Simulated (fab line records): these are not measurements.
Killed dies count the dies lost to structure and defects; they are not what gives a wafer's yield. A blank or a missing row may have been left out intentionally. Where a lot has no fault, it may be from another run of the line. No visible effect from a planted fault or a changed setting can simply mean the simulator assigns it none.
8D (eight disciplines) problem report, filled in by code | flow sky130 | the parts of the form that need people (team, actions taken, sign-off) are left out

## 1. WHAT WENT WRONG
At SKY_METAL2_ETCH_18, rfFwdPowerW averages 573.8 W over 2 wafers from 2 lots, while fault-free wafers read 495.9 W, standard deviation 1.8. Relative to the usual mean, that is a shift of +43 standard deviations.
The step: etches BARC in N2/H2, stops on SiO2, time 45.9 s, target depth 60 nm.
First observed at day 38 20:28: wafer L201.5, on rieMetal-04. Wafers with a number at this step in the record: 18, from 6 lots. The rule behind "out" and "out of limits": a value lying over 4 standard deviations away from the usual mean. The rest of the wafers with a number are treated as sound.

## 2. WHAT IT IS, WHAT IT ISN'T
question                    | is                | is not
which readings at this step | rfFwdPowerW       | drypumpMotorCurrentA, throttleValvePct
which lots                  | L201, L203        | L189, L193, L208, L209
which wafers of those lots  | L201.5, L203.3    | L201.1, L201.6, L203.2, L203.4
read on which tools         | rieMetal-04       | rieMetal-01, rieMetal-02
when                        | from day 38 20:28 | up to then (8 sound wafers); but 8 sound wafers of L203, L208, L209 came after

## 3. THE SUSPECTS, EACH WITH WHAT RULES IT OUT
Counting: if a tool at a process step up to the reading ran every lot that is out, it stays a suspect. Sound lots after the first of them don't rule it out here, since some wafers of a struck lot are sound.
- rieMetal-04 at SKY_METAL2_DESCUM_17 (chemistry O2, time 8 s): kept. Every lot that is out went through it, the first being L201 (day 38 20:26); the last sound lot it ran before that was L193 (day 36 08:11).
- rieMetal-04 at SKY_METAL2_ETCH_18 (etches BARC in N2/H2, stops on SiO2, time 45.9 s, target depth 60 nm): kept. Every lot that is out went through it, the first being L201 (day 38 20:28); the last sound lot it ran before that was L193 (day 36 08:13). Its own readings are out on those wafers: rfFwdPowerW.
- The sound lot-mates ran in chamber 1 of rieMetal-04 at SKY_METAL2_DESCUM_17, but the wafers that are out ran in chamber 0.
- The sound lot-mates ran in chamber 1 of rieMetal-04 at SKY_METAL2_ETCH_18, but the wafers that are out ran in chamber 0.
Remaining after the count are rieMetal-04 at SKY_METAL2_DESCUM_17 and rieMetal-04 at SKY_METAL2_ETCH_18.

## 4. THE CAUSE (what the simulator had put in)
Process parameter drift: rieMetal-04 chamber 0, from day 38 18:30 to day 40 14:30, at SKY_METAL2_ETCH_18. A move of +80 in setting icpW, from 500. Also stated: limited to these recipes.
2 suspects survive the count, and this tool is in that group.

## 5. THE CHAIN OF EFFECTS, in route order
Rows list readings where the struck wafers' mean (over those with a number) sits beyond 3 standard deviations from the usual. Readings are gone through only where the record gives a usual standard deviation; hours: the median, over the lots, of the time from a lot's start at the first step in this table giving one to that lot's start at this step; sigmas: the change measured in usual standard deviations.
hours | step               | reading     | usual   | on struck wafers | change | sigmas
0     | SKY_METAL2_ETCH_18 | rfFwdPowerW | 495.9 W | 573.8            | +77.9  | +43
Here are the process steps it includes:
- SKY_METAL2_ETCH_18: etches BARC in N2/H2, stops on SiO2, time 45.9 s, target depth 60 nm.

## 6. HOW IT WOULD HAVE BEEN CAUGHT EARLIER
First out-of-limits reading in this record: day 38 20:28, which is 2 hours after fault onset at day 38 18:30.
